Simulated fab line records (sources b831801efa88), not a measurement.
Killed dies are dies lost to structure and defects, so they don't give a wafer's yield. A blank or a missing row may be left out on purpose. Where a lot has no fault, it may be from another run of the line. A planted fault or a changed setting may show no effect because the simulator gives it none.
fab line records ; flow sky130 ; part 1 of 2: steps 1 to 27 of 37
[record] lots = 5; wafers = 15; last_day = 49
route steps=708 shown POLY_GATE@233 LDD_N@237 LDD_P@255 LDD_HVN@267
lots that met no fault: from a run of the same line without faults
start_h: the number of hours between the record's first day and the start of the first shown wafer of the lot ; wait_h: hours since the lot's step before ; " repeats the value in the row above ; L1.1+2: one row covering several wafers at once ; - either no value or no given start ; * or withheld: withheld ; < > ~ a bound
route shown NAME@n: NAME is a module with steps in the file, n the number in the route of the first one ; usual: average and standard deviation across the fault-free wafers ; same: alike in all rows ; chamber/n: place in a boat ; sites: the reading at each site ; _std_site: their standard deviation ; _edge_site: mean of outer sites minus mean of inner sites ; radius_mm: how far each site lies from the wafer's centre ; mask NAME#n: copy n ; behind: the most recent tool/chamber to have shaped the wafer ; hold: why the lot was held/for how many hours/how that ended ; device: names the non-switching transistor (n, p or np) ; end of line: tests of these same wafers at the route's end ; step lacking rows: just its recipe ; killed: at the first sort, the dies lost to defects and structure; wafer yield is something else ; map: a wafer's dies, x killed, . not, _ none there
set.NAME: setting as actually run; set.NAME@STEP: the setting as run at that earlier step ; model.NAME: the simulator's own value behind a step, which no gauge read
a table for each step, a row for each wafer; lots at some steps of the route
services: from which hour (start_h, from the record's first day; less than 0 if before it) a tool's chamber was out of use, for how many hours, and why
[[steps]]
[step SKY_POLY_GATE_CLEAN_19]
[recipe] chemistry = SC1/SC2; mix = 1:4:20; temp_c = 70; time_s = 150; dry = n2_spin
lot.wafer;tool;chamber;start_h;wait_h
L074.1+2+4;wet_bench-03;2;370.44;0.1
L077.2+3+6;wet_bench-03;0;394.70;0.1
L085.4+5+6;wet_bench-01;3;491.61;0.0
L086.1+2+5;wet_bench-03;1;494.21;0.1
L089.2+3+5;wet_bench-03;1;506.45;0.1
[step SKY_POLY_GATE_OXIDATION_20]
[recipe] temp_c = 850; ambient = O2; stabilise_s = 600; purge_s = 300; target_thk_a = 40; ox_time_s = 899
[usual] spike_tc_centre_C = 850.2/0.94; spike_tc_lower_C = 850.1/1.1
lot.wafer;tool;chamber;start_h;wait_h;spike_tc_centre_C;spike_tc_lower_C
L074.1;furnace-02;0;372.42;1.9;848.6;851.9
L074.2;furnace-02;0;372.42;1.9;851.7;852.1
L074.4;furnace-02;0;372.42;1.9;849.5;849.2
L077.2;furnace-01;0;395.29;0.5;849.4;848.9
L077.3;furnace-01;0;395.29;0.5;849.6;848.6
L077.6;furnace-01;0;395.29;0.5;850.0;851.0
L085.4;furnace-02;0;491.71;0.0;850.5;852.0
L085.5;furnace-02;0;491.71;0.0;850.0;850.2
L085.6;furnace-02;0;491.71;0.0;850.4;849.6
L086.1;furnace-01;0;494.27;0.0;848.8;849.1
L086.2;furnace-01;0;494.27;0.0;850.1;849.9
L086.5;furnace-01;0;494.27;0.0;849.1;850.2
L089.2;furnace-01;0;506.50;0.0;848.5;850.6
L089.3;furnace-01;0;506.50;0.0;848.3;849.7
L089.5;furnace-01;0;506.50;0.0;849.7;850.2
[step SKY_POLY_GATE_THK_MEAS_21]
[recipe] reads = SiO2_of_POLY_GATE_OXIDATION_20
[usual] POLY_GATE_OXIDATION_THK = 4.01/0.076
lot.wafer;tool;chamber;start_h;wait_h;POLY_GATE_OXIDATION_THK[nm]
L074.1;film_metro-03;-;373.68;0.0;4.01
L074.2;film_metro-03;-;373.68;0.0;3.94
L074.4;film_metro-03;-;373.68;0.0;3.98
L077.2;film_metro-03;-;396.55;0.0;4.01
L077.3;film_metro-03;-;396.55;0.0;3.94
L077.6;film_metro-03;-;396.55;0.0;3.95
L085.4;film_metro-02;-;492.99;0.0;4.08
L085.5;film_metro-02;-;492.99;0.0;4.19
L085.6;film_metro-02;-;492.99;0.0;4.16
L086.1;film_metro-02;-;495.52;0.0;3.99
L086.2;film_metro-02;-;495.52;0.0;4.04
L086.5;film_metro-02;-;495.52;0.0;4.03
L089.2;film_metro-03;-;507.76;0.0;3.96
L089.3;film_metro-03;-;507.76;0.0;4.03
L089.5;film_metro-03;-;507.76;0.0;3.99
[step SKY_POLY_GATE_CD_MEAS_22]
[usual] cd_nm = 150.3/2.3
lot.wafer;tool;chamber;start_h;wait_h;cd_nm
L074.1;cd_sem-02;-;373.92;0.2;148.6
L074.2;cd_sem-02;-;373.92;0.2;148.7
L074.4;cd_sem-02;-;373.92;0.2;151.0
L077.2;cd_sem-02;-;396.63;0.1;149.5
L077.3;cd_sem-02;-;396.63;0.1;149.8
L077.6;cd_sem-02;-;396.63;0.1;150.9
L085.4;cd_sem-01;-;493.11;0.1;149.1
L085.5;cd_sem-01;-;493.11;0.1;147.1
L085.6;cd_sem-01;-;493.11;0.1;149.4
L086.1;cd_sem-01;-;495.58;0.1;151.8
L086.2;cd_sem-01;-;495.58;0.1;147.8
L086.5;cd_sem-01;-;495.58;0.1;150.0
L089.2;cd_sem-01;-;507.84;0.1;149.3
L089.3;cd_sem-01;-;507.84;0.1;147.1
L089.5;cd_sem-01;-;507.84;0.1;146.1
[step SKY_LDD_N_DEHYDRATE_00]
[recipe] temp_c = 200; time_s = 60
[usual] resist_line_temp_C = 22.98/0.12
lot.wafer;tool;chamber;start_h;wait_h;resist_line_temp_C
L074.1;litho_track-04;0;385.52;11.6;22.83
L074.2;litho_track-04;0;385.52;11.6;22.79
L074.4;litho_track-04;0;385.52;11.6;22.68
L077.2;litho_track-02;0;410.28;13.6;22.87
L077.3;litho_track-02;0;410.28;13.6;22.99
L077.6;litho_track-02;0;410.28;13.6;22.92
L085.4;litho_track-04;0;508.55;15.4;22.99
L085.5;litho_track-04;0;508.55;15.4;23.31
L085.6;litho_track-04;0;508.55;15.4;23.21
L086.1;litho_track-04;0;510.72;15.1;23.09
L086.2;litho_track-04;0;510.72;15.1;22.99
L086.5;litho_track-04;0;510.72;15.1;23.07
L089.2;litho_track-04;0;522.10;14.2;22.94
L089.3;litho_track-04;0;522.10;14.2;23.03
L089.5;litho_track-04;0;522.10;14.2;22.91
[step SKY_LDD_N_HMDS_01]
[recipe] prime_time_s = 60; prime_temp_c = 120
[usual] resist_line_temp_C = 23.01/0.11
lot.wafer;tool;chamber;start_h;wait_h;resist_line_temp_C
L074.1;litho_track-04;0;385.67;0.1;22.84
L074.2;litho_track-04;0;385.67;0.1;22.77
L074.4;litho_track-04;0;385.67;0.1;22.94
L077.2;litho_track-02;0;410.43;0.1;23.12
L077.3;litho_track-02;0;410.43;0.1;23.00
L077.6;litho_track-02;0;410.43;0.1;23.05
L085.4;litho_track-04;0;508.70;0.1;22.84
L085.5;litho_track-04;0;508.70;0.1;23.04
L085.6;litho_track-04;0;508.70;0.1;22.94
L086.1;litho_track-04;0;510.87;0.1;22.98
L086.2;litho_track-04;0;510.87;0.1;23.06
L086.5;litho_track-04;0;510.87;0.1;23.13
L089.2;litho_track-04;0;522.25;0.1;22.96
L089.3;litho_track-04;0;522.25;0.1;23.06
L089.5;litho_track-04;0;522.25;0.1;23.11
[step SKY_LDD_N_COAT_02]
[recipe] resist = NOVOLAK; spin_rpm = 3000; resist_thk_nm = 300
[usual] resist_line_temp_C = 22.98/0.095
lot.wafer;tool;chamber;start_h;wait_h;resist_line_temp_C
L074.1;litho_track-04;0;385.82;0.1;23.00
L074.2;litho_track-04;0;385.82;0.1;22.97
L074.4;litho_track-04;0;385.82;0.1;22.92
L077.2;litho_track-02;0;410.58;0.1;22.98
L077.3;litho_track-02;0;410.58;0.1;22.93
L077.6;litho_track-02;0;410.58;0.1;23.08
L085.4;litho_track-04;0;508.85;0.1;22.98
L085.5;litho_track-04;0;508.85;0.1;22.78
L085.6;litho_track-04;0;508.85;0.1;22.85
L086.1;litho_track-04;0;511.02;0.1;23.02
L086.2;litho_track-04;0;511.02;0.1;23.00
L086.5;litho_track-04;0;511.02;0.1;23.01
L089.2;litho_track-04;0;522.40;0.1;23.04
L089.3;litho_track-04;0;522.40;0.1;23.05
L089.5;litho_track-04;0;522.40;0.1;22.99
[step SKY_LDD_N_SOFTBAKE_03]
[recipe] temp_c = 90; time_s = 60; resist = NOVOLAK
[usual] resist_line_temp_C = 22.99/0.11
lot.wafer;tool;chamber;start_h;wait_h;resist_line_temp_C
L074.1;litho_track-04;0;385.97;0.1;23.08
L074.2;litho_track-04;0;385.97;0.1;23.13
L074.4;litho_track-04;0;385.97;0.1;23.07
L077.2;litho_track-02;0;410.73;0.1;22.78
L077.3;litho_track-02;0;410.73;0.1;22.85
L077.6;litho_track-02;0;410.73;0.1;22.92
L085.4;litho_track-04;0;509.00;0.1;23.08
L085.5;litho_track-04;0;509.00;0.1;23.06
L085.6;litho_track-04;0;509.00;0.1;22.89
L086.1;litho_track-04;0;511.17;0.1;23.06
L086.2;litho_track-04;0;511.17;0.1;22.90
L086.5;litho_track-04;0;511.17;0.1;22.97
L089.2;litho_track-04;0;522.55;0.1;22.85
L089.3;litho_track-04;0;522.55;0.1;23.03
L089.5;litho_track-04;0;522.55;0.1;22.89
[step SKY_LDD_N_EXPOSE_04]
[recipe] mask_id = NTM; target_cd_nm = 840; na = 0.6; source_shape = conventional; sigma_outer = 0.6; dose_mj = 110
[usual] exposure_dose_mJ_cm2 = 110.03/0.11; reticle_temp_C = 22.98/0.11; stage_vel_mm_s = 500.00/0.25
lot.wafer;tool;chamber;start_h;wait_h;mask;exposure_dose_mJ_cm2;reticle_temp_C;stage_vel_mm_s
L074.1;iline_stepper-01;0;-;-;NTM#0;109.98;22.90;499.89
L074.2;iline_stepper-01;0;-;-;NTM#0;110.04;23.04;499.84
L074.4;iline_stepper-01;0;-;-;NTM#0;109.84;23.07;499.46
L077.2;iline_stepper-01;0;-;-;NTM#0;110.08;22.98;500.13
L077.3;iline_stepper-01;0;-;-;NTM#0;110.03;22.98;500.05
L077.6;iline_stepper-01;0;-;-;NTM#0;110.13;22.90;499.87
L085.4;iline_stepper-01;0;-;-;NTM#0;110.08;22.93;500.10
L085.5;iline_stepper-01;0;-;-;NTM#0;110.15;22.93;499.96
L085.6;iline_stepper-01;0;-;-;NTM#0;110.15;22.99;500.25
L086.1;iline_stepper-01;0;-;-;NTM#0;110.10;23.01;500.18
L086.2;iline_stepper-01;0;-;-;NTM#0;109.90;23.03;500.11
L086.5;iline_stepper-01;0;-;-;NTM#0;110.08;23.06;500.13
L089.2;iline_stepper-02;0;-;-;NTM#0;110.01;22.98;500.34
L089.3;iline_stepper-02;0;-;-;NTM#0;110.01;23.02;500.07
L089.5;iline_stepper-02;0;-;-;NTM#0;109.98;22.98;499.68
[step SKY_LDD_N_PEB_05]
[recipe] temp_c = withheld; time_s = *; resist = NOVOLAK
[usual] resist_line_temp_C = *
lot.wafer;tool;chamber;start_h;wait_h;resist_line_temp_C
L074.1;litho_track-04;0;-;-;*
L074.2;litho_track-04;0;-;-;*
L074.4;litho_track-04;0;-;-;*
L077.2;litho_track-04;0;-;-;*
L077.3;litho_track-04;0;-;-;*
L077.6;litho_track-04;0;-;-;*
L085.4;litho_track-02;0;-;-;*
L085.5;litho_track-02;0;-;-;*
L085.6;litho_track-02;0;-;-;*
L086.1;litho_track-04;0;-;-;*
L086.2;litho_track-04;0;-;-;*
L086.5;litho_track-04;0;-;-;*
L089.2;litho_track-04;0;-;-;*
L089.3;litho_track-04;0;-;-;*
L089.5;litho_track-04;0;-;-;*
[step SKY_LDD_N_DEVELOP_06]
[recipe] develop_time_s = 60; dev_temp_c = 23
[usual] resist_line_temp_C = 23.04/0.1
lot.wafer;tool;chamber;start_h;wait_h;resist_line_temp_C
L074.1;litho_track-04;0;399.12;0.1;23.03
L074.2;litho_track-04;0;399.12;0.1;23.04
L074.4;litho_track-04;0;399.12;0.1;22.92
L077.2;litho_track-04;0;426.00;0.1;22.98
L077.3;litho_track-04;0;426.00;0.1;22.97
L077.6;litho_track-04;0;426.00;0.1;22.83
L085.4;litho_track-02;0;523.88;0.1;23.31
L085.5;litho_track-02;0;523.88;0.1;23.08
L085.6;litho_track-02;0;523.88;0.1;23.19
L086.1;litho_track-04;0;525.82;0.1;23.01
L086.2;litho_track-04;0;525.82;0.1;23.01
L086.5;litho_track-04;0;525.82;0.1;22.93
L089.2;litho_track-04;0;537.20;0.1;22.90
L089.3;litho_track-04;0;537.20;0.1;22.93
L089.5;litho_track-04;0;537.20;0.1;22.92
[step SKY_LDD_N_OVL_MEAS_07]
[usual] LDD_N_OVL = -1.4/1.2
lot.wafer;tool;chamber;start_h;wait_h;LDD_N_OVL[nm]
L074.1;overlay-01;-;399.27;0.1;-0.9
L074.2;overlay-01;-;399.27;0.1;-2.3
L074.4;overlay-01;-;399.27;0.1;-2.6
L077.2;overlay-02;-;426.13;0.1;-1.2
L077.3;overlay-02;-;426.13;0.1;-0.2
L077.6;overlay-02;-;426.13;0.1;1.6
L085.4;overlay-02;-;523.98;0.1;0.0
L085.5;overlay-02;-;523.98;0.1;-1.9
L085.6;overlay-02;-;523.98;0.1;-0.5
L086.1;overlay-02;-;525.97;0.1;-1.2
L086.2;overlay-02;-;525.97;0.1;-0.6
L086.5;overlay-02;-;525.97;0.1;-2.1
L089.2;overlay-01;-;537.33;0.1;-1.0
L089.3;overlay-01;-;537.33;0.1;-0.3
L089.5;overlay-01;-;537.33;0.1;-1.6
[step SKY_LDD_N_IMPLANT_08]
[recipe] species = As; energy_kev = 20; dose_cm2 = 7.5e+13; tilt_deg = withheld; rotation_deg = 23
lot.wafer;tool;chamber;start_h;wait_h
L074.1+2+4;implanter-02;0;399.31;0.0
L077.2+3+6;implanter-02;0;426.18;0.0
L085.4+5+6;implanter-02;0;524.07;0.1
L086.1+2+5;implanter-02;0;526.01;0.0
L089.2+3+5;implanter-02;0;537.38;0.0
[step SKY_LDD_N_IMPLANT_09]
[recipe] species = As; energy_kev = 20; dose_cm2 = 7.5e+13; tilt_deg = withheld; rotation_deg = 113
lot.wafer;tool;chamber;start_h;wait_h
L074.1+2+4;implanter-02;0;399.46;0.1
L077.2+3+6;implanter-02;0;426.33;0.1
L085.4+5+6;implanter-02;0;524.22;0.1
L086.1+2+5;implanter-02;0;526.16;0.1
L089.2+3+5;implanter-02;0;537.53;0.1
[step SKY_LDD_N_IMPLANT_10]
[recipe] species = As; energy_kev = 20; dose_cm2 = 7.5e+13; tilt_deg = withheld; rotation_deg = 203
lot.wafer;tool;chamber;start_h;wait_h
L074.1+2+4;implanter-02;0;399.61;0.1
L077.2+3+6;implanter-02;0;426.48;0.1
L085.4+5+6;implanter-02;0;524.37;0.1
L086.1+2+5;implanter-02;0;526.31;0.1
L089.2+3+5;implanter-02;0;537.68;0.1
[step SKY_LDD_N_IMPLANT_11]
[recipe] species = As; energy_kev = 20; dose_cm2 = 7.557e+13; tilt_deg = withheld; rotation_deg = 293
lot.wafer;tool;chamber;start_h;wait_h
L074.1+2+4;implanter-02;0;399.76;0.1
L077.2+3+6;implanter-02;0;426.63;0.1
L085.4+5+6;implanter-02;0;524.52;0.1
L086.1+2+5;implanter-02;0;526.46;0.1
L089.2+3+5;implanter-02;0;537.83;0.1
[step SKY_LDD_N_IMPLANT_12]
[recipe] species = BF2; energy_kev = 50; dose_cm2 = 5e+12; tilt_deg = 30; rotation_deg = 0
[usual] tilt_deg = 29.997/0.021
lot.wafer;tool;chamber;start_h;wait_h;tilt_deg
L074.1;implanter-02;0;399.91;0.1;30.035
L074.2;implanter-02;0;399.91;0.1;29.984
L074.4;implanter-02;0;399.91;0.1;29.993
L077.2;implanter-02;0;426.78;0.1;30.015
L077.3;implanter-02;0;426.78;0.1;30.022
L077.6;implanter-02;0;426.78;0.1;30.012
L085.4;implanter-02;0;524.67;0.1;30.012
L085.5;implanter-02;0;524.67;0.1;29.998
L085.6;implanter-02;0;524.67;0.1;29.996
L086.1;implanter-02;0;526.61;0.1;29.991
L086.2;implanter-02;0;526.61;0.1;29.985
L086.5;implanter-02;0;526.61;0.1;30.016
L089.2;implanter-02;0;537.98;0.1;29.959
L089.3;implanter-02;0;537.98;0.1;29.999
L089.5;implanter-02;0;537.98;0.1;29.989
[step SKY_LDD_N_IMPLANT_13]
[recipe] species = BF2; energy_kev = 50; dose_cm2 = 5e+12; tilt_deg = 30; rotation_deg = 90
[usual] tilt_deg = 29.997/0.025
lot.wafer;tool;chamber;start_h;wait_h;tilt_deg
L074.1;implanter-02;0;400.06;0.1;30.005
L074.2;implanter-02;0;400.06;0.1;29.994
L074.4;implanter-02;0;400.06;0.1;29.996
L077.2;implanter-02;0;426.93;0.1;29.972
L077.3;implanter-02;0;426.93;0.1;29.952
L077.6;implanter-02;0;426.93;0.1;29.970
L085.4;implanter-02;0;524.82;0.1;29.990
L085.5;implanter-02;0;524.82;0.1;29.969
L085.6;implanter-02;0;524.82;0.1;29.979
L086.1;implanter-02;0;526.76;0.1;29.993
L086.2;implanter-02;0;526.76;0.1;29.996
L086.5;implanter-02;0;526.76;0.1;30.002
L089.2;implanter-02;0;538.13;0.1;29.997
L089.3;implanter-02;0;538.13;0.1;29.978
L089.5;implanter-02;0;538.13;0.1;29.974
[step SKY_LDD_N_IMPLANT_14]
[recipe] species = BF2; energy_kev = 50; dose_cm2 = 5e+12; tilt_deg = 30; rotation_deg = 180
[usual] tilt_deg = 30.003/0.021
lot.wafer;tool;chamber;start_h;wait_h;tilt_deg
L074.1;implanter-02;0;400.21;0.1;30.003
L074.2;implanter-02;0;400.21;0.1;30.014
L074.4;implanter-02;0;400.21;0.1;29.995
L077.2;implanter-02;0;427.08;0.1;30.026
L077.3;implanter-02;0;427.08;0.1;30.010
L077.6;implanter-02;0;427.08;0.1;30.019
L085.4;implanter-02;0;524.97;0.1;30.000
L085.5;implanter-02;0;524.97;0.1;30.019
L085.6;implanter-02;0;524.97;0.1;30.050
L086.1;implanter-02;0;526.91;0.1;30.021
L086.2;implanter-02;0;526.91;0.1;30.030
L086.5;implanter-02;0;526.91;0.1;29.993
L089.2;implanter-02;0;538.28;0.1;30.031
L089.3;implanter-02;0;538.28;0.1;30.049
L089.5;implanter-02;0;538.28;0.1;30.009
[step SKY_LDD_N_IMPLANT_15]
[recipe] species = BF2; energy_kev = 50; dose_cm2 = 5e+12; tilt_deg = 30; rotation_deg = 270
[usual] tilt_deg = 29.998/0.022
lot.wafer;tool;chamber;start_h;wait_h;tilt_deg
L074.1;implanter-02;0;400.36;0.1;30.013
L074.2;implanter-02;0;400.36;0.1;30.022
L074.4;implanter-02;0;400.36;0.1;30.001
L077.2;implanter-02;0;427.23;0.1;29.978
L077.3;implanter-02;0;427.23;0.1;29.998
L077.6;implanter-02;0;427.23;0.1;29.995
L085.4;implanter-02;0;525.12;0.1;30.034
L085.5;implanter-02;0;525.12;0.1;30.030
L085.6;implanter-02;0;525.12;0.1;30.043
L086.1;implanter-02;0;527.06;0.1;29.960
L086.2;implanter-02;0;527.06;0.1;30.010
L086.5;implanter-02;0;527.06;0.1;29.989
L089.2;implanter-02;0;538.43;0.1;29.995
L089.3;implanter-02;0;538.43;0.1;30.001
L089.5;implanter-02;0;538.43;0.1;30.005
[step SKY_LDD_N_STRIP_16]
[recipe] chemistry = O2/N2; power_w = 1400; pressure_mtorr = 1500; platen_temp_c = withheld; o2_flow_sccm = 3000; n2_flow_sccm = 300; overash_fraction = 0.5
[usual] drypump_motor_current_A = 5.59/0.22; oes_product_au = 0.406/0.0045; strip_time_to_endpoint_s = 4.312/0.014
lot.wafer;tool;chamber;start_h;wait_h;drypump_motor_current_A;oes_product_au;rf_hours_counter_h;strip_time_to_endpoint_s
L074.1;plasma_asher-01;0;400.51;0.1;5.59;0.416;71;4.339
L074.2;plasma_asher-01;1;400.51;0.1;5.80;0.410;71;4.332
L074.4;plasma_asher-01;0;400.51;0.1;5.60;0.408;-;4.331
L077.2;plasma_asher-03;1;427.36;0.1;5.70;0.406;70;4.304
L077.3;plasma_asher-03;0;427.36;0.1;5.12;0.405;-;4.297
L077.6;plasma_asher-03;0;427.36;0.1;5.14;0.399;-;4.298
L085.4;plasma_asher-03;1;525.23;0.1;5.71;0.407;-;4.328
L085.5;plasma_asher-03;1;525.23;0.1;5.68;0.407;-;4.306
L085.6;plasma_asher-03;0;525.23;0.1;5.14;0.409;-;4.320
L086.1;plasma_asher-03;1;527.21;0.1;5.70;0.416;81;4.307
L086.2;plasma_asher-03;0;527.21;0.1;5.14;0.398;81;4.323
L086.5;plasma_asher-03;0;527.21;0.1;5.16;0.402;-;4.302
L089.2;plasma_asher-01;1;538.56;0.1;5.83;0.409;10;4.336
L089.3;plasma_asher-01;0;538.56;0.1;5.60;0.404;-;4.344
L089.5;plasma_asher-01;0;538.56;0.1;5.61;0.411;-;4.338
[step SKY_LDD_N_TW_MEAS_17]
[usual] LDD_N_TW = 2595/21
lot.wafer;tool;chamber;start_h;wait_h;LDD_N_TW
L074.1;film_metro-02;-;400.61;0.1;2592
L074.2;film_metro-02;-;400.61;0.1;2585
L074.4;film_metro-02;-;400.61;0.1;2579
L077.2;film_metro-03;-;427.47;0.1;2607
L077.3;film_metro-03;-;427.47;0.1;2607
L077.6;film_metro-03;-;427.47;0.1;2606
L085.4;film_metro-03;-;525.33;0.1;2605
L085.5;film_metro-03;-;525.33;0.1;2615
L085.6;film_metro-03;-;525.33;0.1;2599
L086.1;film_metro-02;-;527.31;0.1;2569
L086.2;film_metro-02;-;527.31;0.1;2576
L086.5;film_metro-02;-;527.31;0.1;2574
L089.2;film_metro-01;-;538.67;0.1;2618
L089.3;film_metro-01;-;538.67;0.1;2632
L089.5;film_metro-01;-;538.67;0.1;2609
[step SKY_LDD_P_DEHYDRATE_00]
[recipe] temp_c = 200; time_s = 60
[usual] resist_line_temp_C = 22.99/0.11
lot.wafer;tool;chamber;start_h;wait_h;resist_line_temp_C
L074.1;litho_track-02;0;415.76;15.1;22.90
L074.2;litho_track-02;0;415.76;15.1;23.07
L074.4;litho_track-02;0;415.76;15.1;23.08
L077.2;litho_track-03;0;440.72;13.2;22.97
L077.3;litho_track-03;0;440.72;13.2;23.07
L077.6;litho_track-03;0;440.72;13.2;23.02
L085.4;litho_track-03;0;540.12;14.8;22.91
L085.5;litho_track-03;0;540.12;14.8;22.77
L085.6;litho_track-03;0;540.12;14.8;22.80
L086.1;litho_track-02;0;542.36;15.0;23.00
L086.2;litho_track-02;0;542.36;15.0;23.01
L086.5;litho_track-02;0;542.36;15.0;22.87
L089.2;litho_track-02;0;553.33;14.7;23.19
L089.3;litho_track-02;0;553.33;14.7;23.02
L089.5;litho_track-02;0;553.33;14.7;23.14
[step SKY_LDD_P_HMDS_01]
[recipe] prime_time_s = 60; prime_temp_c = 120
[usual] resist_line_temp_C = 22.99/0.11
lot.wafer;tool;chamber;start_h;wait_h;resist_line_temp_C
L074.1;litho_track-02;0;415.91;0.1;23.03
L074.2;litho_track-02;0;415.91;0.1;22.90
L074.4;litho_track-02;0;415.91;0.1;22.88
L077.2;litho_track-03;0;440.87;0.1;22.99
L077.3;litho_track-03;0;440.87;0.1;23.08
L077.6;litho_track-03;0;440.87;0.1;23.03
L085.4;litho_track-03;0;540.27;0.1;23.13
L085.5;litho_track-03;0;540.27;0.1;22.92
L085.6;litho_track-03;0;540.27;0.1;23.07
L086.1;litho_track-02;0;542.51;0.1;23.01
L086.2;litho_track-02;0;542.51;0.1;22.84
L086.5;litho_track-02;0;542.51;0.1;22.93
L089.2;litho_track-02;0;553.48;0.1;23.06
L089.3;litho_track-02;0;553.48;0.1;23.07
L089.5;litho_track-02;0;553.48;0.1;23.07
[step SKY_LDD_P_COAT_02]
[recipe] resist = NOVOLAK; spin_rpm = 3000; resist_thk_nm = 1140
[usual] resist_line_temp_C = 23.03/0.1
lot.wafer;tool;chamber;start_h;wait_h;resist_line_temp_C
L074.1;litho_track-02;0;416.06;0.1;22.99
L074.2;litho_track-02;0;416.06;0.1;23.12
L074.4;litho_track-02;0;416.06;0.1;22.81
L077.2;litho_track-03;0;441.02;0.1;22.87
L077.3;litho_track-03;0;441.02;0.1;23.12
L077.6;litho_track-03;0;441.02;0.1;22.95
L085.4;litho_track-03;0;540.42;0.1;22.85
L085.5;litho_track-03;0;540.42;0.1;22.89
L085.6;litho_track-03;0;540.42;0.1;22.80
L086.1;litho_track-02;0;542.66;0.1;22.72
L086.2;litho_track-02;0;542.66;0.1;22.82
L086.5;litho_track-02;0;542.66;0.1;22.77
L089.2;litho_track-02;0;553.63;0.1;22.95
L089.3;litho_track-02;0;553.63;0.1;23.02
L089.5;litho_track-02;0;553.63;0.1;23.10
[step SKY_LDD_P_SOFTBAKE_03]
[recipe] temp_c = 90; time_s = 60; resist = NOVOLAK
[usual] resist_line_temp_C = 22.98/0.11
lot.wafer;tool;chamber;start_h;wait_h;resist_line_temp_C
L074.1;litho_track-02;0;416.21;0.1;22.95
L074.2;litho_track-02;0;416.21;0.1;22.83
L074.4;litho_track-02;0;416.21;0.1;22.95
L077.2;litho_track-03;0;441.17;0.1;23.10
L077.3;litho_track-03;0;441.17;0.1;22.90
L077.6;litho_track-03;0;441.17;0.1;23.15
L085.4;litho_track-03;0;540.57;0.1;22.98
L085.5;litho_track-03;0;540.57;0.1;23.03
L085.6;litho_track-03;0;540.57;0.1;22.99
L086.1;litho_track-02;0;542.81;0.1;23.15
L086.2;litho_track-02;0;542.81;0.1;23.00
L086.5;litho_track-02;0;542.81;0.1;23.07
L089.2;litho_track-02;0;553.78;0.1;22.83
L089.3;litho_track-02;0;553.78;0.1;22.91
L089.5;litho_track-02;0;553.78;0.1;23.11
[step SKY_LDD_P_EXPOSE_04]
[recipe] mask_id = PSDM; na = 0.6; source_shape = conventional; sigma_outer = 0.6; polarization = unpolarized; target_cd_nm = 380; dose_mj = 138
[usual] exposure_dose_mJ_cm2 = 137.91/0.15; reticle_temp_C = 23.00/0.11; stage_vel_mm_s = 500.00/0.25
lot.wafer;tool;chamber;start_h;wait_h;mask;exposure_dose_mJ_cm2;reticle_temp_C;stage_vel_mm_s
L074.1;iline_stepper-01;0;-;-;PSDM#0;137.73;23.03;499.77
L074.2;iline_stepper-01;0;-;-;PSDM#0;138.03;23.14;499.96
L074.4;iline_stepper-01;0;-;-;PSDM#0;137.91;23.05;500.09
L077.2;iline_stepper-01;0;-;-;PSDM#0;137.96;22.81;500.19
L077.3;iline_stepper-01;0;-;-;PSDM#0;137.82;22.91;500.07
L077.6;iline_stepper-01;0;-;-;PSDM#0;137.70;22.96;499.92
L085.4;iline_stepper-02;0;-;-;PSDM#0;137.87;22.94;500.07
L085.5;iline_stepper-02;0;-;-;PSDM#0;137.98;23.08;500.13
L085.6;iline_stepper-02;0;-;-;PSDM#0;138.20;23.08;500.45
L086.1;iline_stepper-01;0;-;-;PSDM#0;137.96;23.03;499.78
L086.2;iline_stepper-01;0;-;-;PSDM#0;137.98;23.08;499.63
L086.5;iline_stepper-01;0;-;-;PSDM#0;138.23;23.04;499.71
L089.2;iline_stepper-02;0;-;-;PSDM#0;137.82;22.97;500.10
L089.3;iline_stepper-02;0;-;-;PSDM#0;137.85;23.01;499.74
L089.5;iline_stepper-02;0;-;-;PSDM#0;137.73;23.17;500.37
